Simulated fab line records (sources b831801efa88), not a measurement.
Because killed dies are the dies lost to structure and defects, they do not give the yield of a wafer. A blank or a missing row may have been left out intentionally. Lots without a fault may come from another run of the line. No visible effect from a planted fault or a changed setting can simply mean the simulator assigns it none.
Which tool was responsible? ; flow sky130 ; 33 wafers from 11 lots sampled at 2 of the route's 708 steps

WHAT THE GAUGES READ, wafer by wafer
SKY_CAP2M_THK_MEAS_01.
lot;measured;on;CAP2M_CVD_00_THK (nm)
L778;day 38 23:52;film-metro-01;15.36 15.63 15.84
L780;day 39 22:20;film-metro-03;15.25 15.33 15.63
L781;day 40 05:50;film-metro-02;15.33 15.25 15.15
L782;day 41 11:27;film-metro-03;15.40 15.68 15.67
L786;day 42 00:19;film-metro-02;15.33 15.22 15.85
L789;day 42 14:11;film-metro-01;15.09 15.55 15.22
L788;day 42 20:31;film-metro-02;15.40 15.22 15.47
L791;day 43 06:26;film-metro-02;15.31 15.48 15.36
L793;day 45 00:26;film-metro-01;15.57 15.69 15.76
L801;day 46 00:38;film-metro-02;15.23 15.32 15.57
L800;day 46 06:08;film-metro-02;15.52 15.22 15.46

WHICH TOOL RAN EACH LOT (tool, then ch and the chambers of the sampled wafers, then the start)
lot;SKY_METAL4_SPUTTER_02
L778;pvd-sputter-03, day 38 23:44
L780;pvd-sputter-02, day 39 22:12
L781;pvd-sputter-01, day 40 05:42
L782;pvd-sputter-01, day 41 11:19
L786;pvd-sputter-01, day 42 00:11
L789;pvd-sputter-01, day 42 14:03
L788;pvd-sputter-02, day 42 20:23
L791;pvd-sputter-01, day 43 06:18
L793;pvd-sputter-02, day 45 00:18
L801;pvd-sputter-03, day 46 00:29
L800;pvd-sputter-02, day 46 06:00
- SKY_METAL4_SPUTTER_02: material AlCu, target thk 735 nm, time 39.1 s.

THE ANSWER, worked out from the rows above alone
Rule: the usual values come from the lots themselves. The widest of any qualifying gaps counts: lots, ordered by their means at a reading, are off when they make up no more than a third of the lots, leave a main group of 4 or more, and stand apart from it by 3 or more times the standard deviation of that group's means. A main group is skipped when, at the precision printed for the reading in the tables above, its means are all equal. A lot without any number at a reading at which 4 lots or more have one is off too. The other lots that the step has rows for count as sound.
No lot is off on any of the readings shown, so nothing can be concluded from this.

WHAT WAS PUT IN BY THE SIMULATOR
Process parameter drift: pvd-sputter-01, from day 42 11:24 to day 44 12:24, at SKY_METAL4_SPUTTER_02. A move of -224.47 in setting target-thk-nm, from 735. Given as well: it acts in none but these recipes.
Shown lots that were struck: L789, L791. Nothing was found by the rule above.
